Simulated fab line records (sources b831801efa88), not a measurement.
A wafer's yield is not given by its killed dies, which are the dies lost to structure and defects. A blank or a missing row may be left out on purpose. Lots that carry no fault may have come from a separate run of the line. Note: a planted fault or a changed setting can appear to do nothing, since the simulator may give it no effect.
Split-lot experiment    flow gf180mcu    route with 602 steps; 5 lots, 23 wafers read

## THE SPLIT
At GF_PSD_IMPLANT_09, the setting energy_kev was moved away from the recipe's 40 on 5 of the 23 wafers read, by -8.3% to -4.3%. For the rest of the wafers, this setting stayed at what the recipe calls for.

## FROM THE SPLIT TO THE READING: what the file shows between them, 4 steps
- GF_PSD_STRIP_10: strips in O2/N2
- GF_PSD_TW_MEAS_11
- GF_PSD_CLEAN_12: cleans in SC1/SC2, time 150 s
- GF_PSD_RTA_13: time 20 s

## THE READING
PSD_RS (ohm/sq), read at GF_PSD_RS_MEAS_15 with a four-point probe. Typical for fault-free wafers on this fab line: 108.42 ohm/sq, with standard deviation 0.25 ohm/sq.

wafer   tool, chamber at the split  energy_kev as run  against the recipe  PSD_RS, ohm/sq  against lot-mates on the recipe
L079.1  implanter-03, 0             40                 recipe              108.08          -
L079.3  implanter-03, 0             40                 recipe              108.18          -
L079.4  implanter-03, 0             40                 recipe              108.25          -
L079.5  implanter-03, 0             40                 recipe              108.35          -
L079.6  implanter-03, 0             40                 recipe              108.23          -
L081.1  implanter-04, 0             38.28              -4.3%               110.70          +2.33
L081.2  implanter-04, 0             38.28              -4.3%               110.34          +1.97
L081.3  implanter-04, 0             40                 recipe              108.31          -
L081.5  implanter-04, 0             40                 recipe              108.27          -
L081.6  implanter-04, 0             40                 recipe              108.52          -
L080.1  implanter-03, 0             40                 recipe              108.23          -
L080.2  implanter-03, 0             36.67              -8.3%               112.87          +4.72
L080.3  implanter-03, 0             40                 recipe              108.06          -
L080.4  implanter-03, 0             36.67              -8.3%               112.58          +4.43
L080.5  implanter-03, 0             36.67              -8.3%               112.78          +4.63
L082.1  implanter-03, 0             40                 recipe              108.41          -
L082.2  implanter-03, 0             40                 recipe              108.47          -
L082.3  implanter-03, 0             40                 recipe              108.66          -
L082.4  implanter-03, 0             40                 recipe              108.31          -
L082.5  implanter-03, 0             40                 recipe              108.25          -
L085.3  implanter-04, 0             40                 recipe              108.49          -
L085.4  implanter-04, 0             40                 recipe              108.69          -
L085.6  implanter-04, 0             40                 recipe              108.62          -

THE FIT
A straight line over all 23 wafers: PSD_RS changes by -0.524 ohm/sq for each +1% of energy_kev; r = -0.99; the points scatter about the line by 0.19 ohm/sq.
The same after taking each lot's own level away (the mean of its wafers on the recipe; 23 wafers): -0.546 ohm/sq for each +1%; r = -1.00; scatter 0.14 ohm/sq.
That fit puts the effect of the largest move of energy_kev on the reading at 4.5 ohm/sq.
Across the lots, their own levels run from 108.145 to 108.600 ohm/sq, a range of 1.8 times the standard deviation given above.
So the lot-to-lot level changes the slope little: the two slopes agree.
Check: with one of the wafers moved furthest among these (-8.3%) left out of the fit, the line predicts +4.46 ohm/sq for it against its lot-mates. Against them it came out at +4.72 ohm/sq.

## THESE WAFERS: OTHER SPLITS
Before the reading, these wafers also passed through other splits. Each is held against what the fit with the lots' levels taken away leaves over:
other split on the same wafers       wafers away from the commonest value  r with PSD_RS (lot level and that fit taken away)
GF_HV_LDD_DEVELOP_30 develop_time_s  4                                     -0.13
GF_HV_LDD_COAT_41 spin_rpm           7                                     -0.06
GF_HV_LDD_SOFTBAKE_42 temp_c         9                                     +0.09
GF_NSD_COAT_02 spin_rpm              7                                     -0.33
GF_NSD_IMPLANT_09 energy_kev         3                                     +0.13

## THE WHOLE CHAIN: every reading that the file lists as answering this split, in the file's order
step               what it does                  reading                                                          change (the file's fit)                r (the file's)
GF_PSD_IMPLANT_09                                implant.rp_nm (the simulator's own value, which no gauge read)   +0.252 nm for each +1% of the setting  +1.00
GF_PSD_IMPLANT_09                                implant.drp_nm (the simulator's own value, which no gauge read)  +0.112 nm for each +1% of the setting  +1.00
GF_PSD_STRIP_10    strips in O2/N2               strip_time_to_endpoint_s                                         withheld for each +1% of the setting   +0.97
GF_PSD_TW_MEAS_11                                PSD_TW                                                           +9.42 for each +1% of the setting      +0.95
GF_PSD_RS_MEAS_15  measures by four-point-probe  PSD_RS                                                           -0.541 for each +1% of the setting     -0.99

## THE FILE'S OWN FIT
PSD_RS changes by -0.541 ohm/sq for each +1% of energy_kev, r = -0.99.
